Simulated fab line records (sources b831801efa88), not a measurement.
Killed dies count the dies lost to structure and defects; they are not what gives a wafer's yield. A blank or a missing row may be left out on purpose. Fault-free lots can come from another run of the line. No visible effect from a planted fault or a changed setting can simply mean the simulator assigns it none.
Commonality check across tools -- flow gf180mcu -- Sampled: 14 lots, 48 wafers

## WHY THIS WAS OPENED
2 of 14 lots carry a flag on the reading HV_LDD_03_OVL at GF_HV_LDD_OVL_MEAS_47. Fault-free wafers read 0.4 nm, with a standard deviation of 1.4.
Rule: a lot is flagged in two cases, either no wafer of it has a number, or all its wafers with numbers fall more than 4 standard deviations from that mean. The other lots count as sound.

lot,measured,on,"HV_LDD_03_OVL (nm), wafer by wafer",flag
L372,day 12 14:47,overlay-01,-2.2 -2.2 -1.1,
L373,day 13 03:00,overlay-02,1.7 1.0 2.4,
L374,day 13 07:16,overlay-02,2.6 3.7 2.5,
L376,day 14 01:55,overlay-01,0.2 0.2 0.3,
L379,day 14 23:35,overlay-01,1.7 -0.3 0.9,
L380,day 15 05:31,overlay-02,1.2 0.5 0.2,
L381,day 15 20:35,overlay-02,1.0 0.8 0.9,
L382,day 16 03:13,overlay-01,-0.4 -0.2 0.5,
L383,day 16 09:45,overlay-02,1.2 1.2 0.2,
L384,day 16 13:45,overlay-02,-1.5 -2.7 -2.0,
L385,day 17 00:56,overlay-02,-0.4 0.9 0.7,
L390,day 18 16:44,overlay-02,-2.2 -0.9 -0.2,
L392,day 19 09:07,overlay-02,225.1 225.0 222.8 223.1 223.1 221.5,FLAGGED
L393,day 19 17:16,overlay-01,226.7 227.2 226.6 225.7 225.3 224.3,FLAGGED
On average the flagged lots read 224.7 nm, which is +224.3 nm against the usual, or +99 or more standard deviations.

## EACH LOT AND THE TOOL IT RAN ON
The record keeps 1 process step preceding the reading, out of 602 steps on the route. Each cell gives the tool, then ch followed by the chambers the sampled wafers passed through, then the start.
lot,flag,GF_HV_LDD_EXPOSE_43
L372,,"iline stepper-02 ch 0, day 12 05:32"
L373,,"iline stepper-01 ch 0, day 12 17:15"
L374,,"iline stepper-01 ch 0, day 12 20:49"
L376,,"iline stepper-02 ch 0, day 13 15:31"
L379,,"iline stepper-01 ch 0, day 14 13:00"
L380,,"iline stepper-01 ch 0, day 14 18:37"
L381,,"iline stepper-01 ch 0, day 15 09:57"
L382,,"iline stepper-01 ch 0, day 15 15:57"
L383,,"iline stepper-01 ch 0, day 15 22:57"
L384,,"iline stepper-02 ch 0, day 16 03:20"
L385,,"iline stepper-02 ch 0, day 16 13:48"
L390,,"iline stepper-02 ch 0, day 18 04:52"
L392,FLAGGED,"iline stepper-01 ch 0, day 18 21:04"
L393,FLAGGED,"iline stepper-01 ch 0, day 19 05:16"
What is done by these steps:
- GF_HV_LDD_EXPOSE_43: exposes mask Pplus HV AREA, target cd 400 nm.
- GF_HV_LDD_OVL_MEAS_47

## FLAGGED OVER TOTAL, TOOL BY TOOL (the gauges that took the reading come last)
step,tool,lots run,flagged,share of the flagged lots,sound lots run after its first flagged lot
GF_HV_LDD_EXPOSE_43,iline stepper-01,9,2,all,0
GF_HV_LDD_EXPOSE_43,iline stepper-02,5,0,none,-
GF_HV_LDD_OVL_MEAS_47,overlay-01,5,1,some,0
GF_HV_LDD_OVL_MEAS_47,overlay-02,9,1,some,0

## WHAT THE TABLE PERMITS
All flagged lots share 1 row of the table, namely iline stepper-01 at GF_HV_LDD_EXPOSE_43.
- iline stepper-01 at GF_HV_LDD_EXPOSE_43: 2 of its 9 lots flagged. Last sound lot L383 at day 15 22:57, first flagged lot L392 at day 18 21:04; a fault beginning in between fits.
What remains is a single tool, iline stepper-01 at GF_HV_LDD_EXPOSE_43.

## WHAT HAD BEEN PUT IN BY THE SIMULATOR
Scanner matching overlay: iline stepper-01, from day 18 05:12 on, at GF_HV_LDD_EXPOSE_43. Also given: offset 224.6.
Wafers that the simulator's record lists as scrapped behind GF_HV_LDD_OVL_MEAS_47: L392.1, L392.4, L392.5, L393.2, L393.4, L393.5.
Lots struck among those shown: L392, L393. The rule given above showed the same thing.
